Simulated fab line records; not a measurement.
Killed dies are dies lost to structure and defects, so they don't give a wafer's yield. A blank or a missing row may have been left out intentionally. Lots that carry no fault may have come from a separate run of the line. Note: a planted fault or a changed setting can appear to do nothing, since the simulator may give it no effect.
Which tool did it? || flow gf180mcu || 38 wafers from 13 lots sampled at 2 of the route's 602 steps

## WHAT EACH GAUGE READ, for each wafer
GF_M1_RS_MEAS_05: measurement is done with a four-point probe.
{"lot": "L157", "measured": "day 16 16:46", "on": "filmMetro-02", "M1_ALCU_RS (ohm/sq)": "0.0693 0.0691 0.0696"}
{"lot": "L160", "measured": "day 17 13:34", "on": "filmMetro-01", "M1_ALCU_RS (ohm/sq)": "0.0703 0.0707 0.0703"}
{"lot": "L161", "measured": "day 17 22:34", "on": "filmMetro-04", "M1_ALCU_RS (ohm/sq)": "0.0679 0.0686"}
{"lot": "L163", "measured": "day 18 11:06", "on": "filmMetro-02", "M1_ALCU_RS (ohm/sq)": "0.0706 0.0694 0.0689"}
{"lot": "L165", "measured": "day 19 03:03", "on": "filmMetro-01", "M1_ALCU_RS (ohm/sq)": "0.0692 0.0696 0.0693"}
{"lot": "L171", "measured": "day 21 06:35", "on": "filmMetro-02", "M1_ALCU_RS (ohm/sq)": "0.0689 0.0693 0.0694"}
{"lot": "L172", "measured": "day 21 21:07", "on": "filmMetro-04", "M1_ALCU_RS (ohm/sq)": "0.0695 0.0699 0.0691"}
{"lot": "L173", "measured": "day 22 00:43", "on": "filmMetro-01", "M1_ALCU_RS (ohm/sq)": "0.0698 0.0691 0.0698"}
{"lot": "L174", "measured": "day 22 12:32", "on": "filmMetro-01", "M1_ALCU_RS (ohm/sq)": "0.0700 0.0692 0.0699"}
{"lot": "L175", "measured": "day 22 13:53", "on": "filmMetro-02", "M1_ALCU_RS (ohm/sq)": "0.0691 0.0692 0.0690"}
{"lot": "L177", "measured": "day 23 09:08", "on": "filmMetro-04", "M1_ALCU_RS (ohm/sq)": "0.0704 0.0698 0.0703"}
{"lot": "L178", "measured": "day 23 18:47", "on": "filmMetro-04", "M1_ALCU_RS (ohm/sq)": "0.0698 0.0694 0.0695"}
{"lot": "L179", "measured": "day 23 23:43", "on": "filmMetro-01", "M1_ALCU_RS (ohm/sq)": "0.0689 0.0686 0.0690"}

## WHAT TOOL EACH LOT RAN ON (gives the tool, then ch and the chambers of the sampled wafers, and finally the start)
{"lot": "L157", "GF_M1_SPUTTER_01": "pvdSputter-04, day 16 16:39"}
{"lot": "L160", "GF_M1_SPUTTER_01": "pvdSputter-04, day 17 13:26"}
{"lot": "L161", "GF_M1_SPUTTER_01": "pvdSputter-03, day 17 22:26"}
{"lot": "L163", "GF_M1_SPUTTER_01": "pvdSputter-04, day 18 10:56"}
{"lot": "L165", "GF_M1_SPUTTER_01": "pvdSputter-01, day 19 02:55"}
{"lot": "L171", "GF_M1_SPUTTER_01": "pvdSputter-01, day 21 06:28"}
{"lot": "L172", "GF_M1_SPUTTER_01": "pvdSputter-04, day 21 20:59"}
{"lot": "L173", "GF_M1_SPUTTER_01": "pvdSputter-01, day 22 00:35"}
{"lot": "L174", "GF_M1_SPUTTER_01": "pvdSputter-01, day 22 12:24"}
{"lot": "L175", "GF_M1_SPUTTER_01": "pvdSputter-04, day 22 13:44"}
{"lot": "L177", "GF_M1_SPUTTER_01": "pvdSputter-04, day 23 08:53"}
{"lot": "L178", "GF_M1_SPUTTER_01": "pvdSputter-01, day 23 18:40"}
{"lot": "L179", "GF_M1_SPUTTER_01": "pvdSputter-03, day 23 23:35"}
- GF_M1_SPUTTER_01: material TiN, target thk 30 nm, time 25 s.

## WHAT THE TOOLS THEMSELVES READ (means of the sampled wafers that have a number; where no wafer has one, the mark that the record gives instead)
GF_M1_SPUTTER_01.
{"lot": "L157", "tool": "pvdSputter-04", "cathodeDcPowerW (W)": 6500.5, "throttleValvePct (%)": 30.2}
{"lot": "L160", "tool": "pvdSputter-04", "cathodeDcPowerW (W)": 6501.6, "throttleValvePct (%)": 29.6}
{"lot": "L161", "tool": "pvdSputter-03", "cathodeDcPowerW (W)": 6499.9, "throttleValvePct (%)": 30.4}
{"lot": "L163", "tool": "pvdSputter-04", "cathodeDcPowerW (W)": 6499.0, "throttleValvePct (%)": 30.1}
{"lot": "L165", "tool": "pvdSputter-01", "cathodeDcPowerW (W)": 6499.5, "throttleValvePct (%)": 29.7}
{"lot": "L171", "tool": "pvdSputter-01", "cathodeDcPowerW (W)": 6499.8, "throttleValvePct (%)": 30.2}
{"lot": "L172", "tool": "pvdSputter-04", "cathodeDcPowerW (W)": 6499.7, "throttleValvePct (%)": 30.6}
{"lot": "L173", "tool": "pvdSputter-01", "cathodeDcPowerW (W)": 6500.0, "throttleValvePct (%)": 30.2}
{"lot": "L174", "tool": "pvdSputter-01", "cathodeDcPowerW (W)": 6499.0, "throttleValvePct (%)": 30.1}
{"lot": "L175", "tool": "pvdSputter-04", "cathodeDcPowerW (W)": 6500.1, "throttleValvePct (%)": 30.6}
{"lot": "L177", "tool": "pvdSputter-04", "cathodeDcPowerW (W)": 6499.0, "throttleValvePct (%)": 30.1}
{"lot": "L178", "tool": "pvdSputter-01", "cathodeDcPowerW (W)": 6498.2, "throttleValvePct (%)": 30.2}
{"lot": "L179", "tool": "pvdSputter-03", "cathodeDcPowerW (W)": 6500.4, "throttleValvePct (%)": 30.6}

## THE ANSWER, worked out from the rows above alone
Rule: the lots themselves supply what counts as usual. Put in order of their means at a reading, lots are off if they are a third of the lots or fewer, leave a main group of 4 or more, and stand apart from it by a gap of 3 or more times the standard deviation of the main group's means; of several such gaps the widest counts. Not used: any main group whose means are identical at the precision the tables above print for the reading. A lot without any number at a reading at which 4 lots or more have one is off too. Where the step has rows for the other lots, those lots are counted as sound. After the gauges, taken in route order, come the tools' own readings; for these a lot's mean is taken, as printed above. The first step at which some lot is off is used, and at that step the reading that is off furthest; a lot without a number counts as furthest.
No lot is off on any of the readings shown, so nothing can be concluded from this.

## WHAT THE SIMULATOR HAD INSERTED
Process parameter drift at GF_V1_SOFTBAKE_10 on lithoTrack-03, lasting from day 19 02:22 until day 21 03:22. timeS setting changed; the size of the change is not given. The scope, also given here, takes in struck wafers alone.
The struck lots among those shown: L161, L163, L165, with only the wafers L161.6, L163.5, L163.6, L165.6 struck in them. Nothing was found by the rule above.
